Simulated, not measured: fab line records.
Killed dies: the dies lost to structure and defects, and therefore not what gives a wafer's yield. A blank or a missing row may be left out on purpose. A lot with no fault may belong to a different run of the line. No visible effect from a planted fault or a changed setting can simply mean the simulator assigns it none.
Which tool was responsible? -- flow sky130 -- Sampling: 6 lots, 18 wafers, 3 of 708 route steps

## WHAT EACH GAUGE READ, for each wafer
SKY_NWELL_TW_MEAS_26.
lot,measured,on,NWELL_2_TW
L999,day 5 17:40,filmMetro-02,498 499 500
L106,day 7 18:49,filmMetro-01,491 489 488
L109,day 8 07:36,filmMetro-01,376 375 376
L114,day 9 12:25,filmMetro-03,497 494 497
L115,day 9 22:32,filmMetro-02,496 498 495
L120,day 11 16:49,filmMetro-03,498 495 493

## EACH LOT AND THE TOOL THAT RAN IT (in order: tool; ch and the chambers of the sampled wafers; start)
lot,SKY_NWELL_IMPLANT_24,SKY_NWELL_STRIP_25
L999,"implanter-04 ch 0, day 5 17:25","plasmaAsher-02 ch 0,1, day 5 17:33"
L106,"implanter-01 ch 0, day 7 18:34","plasmaAsher-01 ch 0,1, day 7 18:43"
L109,"implanter-01 ch 0, day 8 07:21","plasmaAsher-01 ch 0,1, day 8 07:30"
L114,"implanter-04 ch 0, day 9 12:11","plasmaAsher-01 ch 1, day 9 12:19"
L115,"implanter-02 ch 0, day 9 22:19","plasmaAsher-01 ch 0,1, day 9 22:26"
L120,"implanter-02 ch 0, day 11 16:34","plasmaAsher-04 ch 0,1, day 11 16:43"
- SKY_NWELL_IMPLANT_24
- SKY_NWELL_STRIP_25: strips in O2/N2.

## THE ANSWER, worked out from the rows above alone
Rule: what is usual is taken from the lots themselves. The widest of any qualifying gaps counts: lots, ordered by their means at a reading, are off when they make up no more than a third of the lots, leave a main group of 4 or more, and stand apart from it by 3 or more times the standard deviation of that group's means. The tables above print the reading to a certain number of digits; a main group whose means all agree to those digits is not used. A lot without any number at a reading at which 4 lots or more have one is off too. Where the step has rows for the other lots, those lots are counted as sound.
Off: L109, at SKY_NWELL_TW_MEAS_26 (NWELL_2_TW). Mean 495 and standard deviation 3.2 in the main group.
A tool fits if, at a process step before that reading, it ran every lot that is off, and no sound lot after the first of them. The gauges at SKY_NWELL_TW_MEAS_26 are tried like those tools. 2 tools fit, implanter-01 at SKY_NWELL_IMPLANT_24 and filmMetro-01 at SKY_NWELL_TW_MEAS_26, so this cannot tell which one it is.

## WHAT THE SIMULATOR HAD INSERTED
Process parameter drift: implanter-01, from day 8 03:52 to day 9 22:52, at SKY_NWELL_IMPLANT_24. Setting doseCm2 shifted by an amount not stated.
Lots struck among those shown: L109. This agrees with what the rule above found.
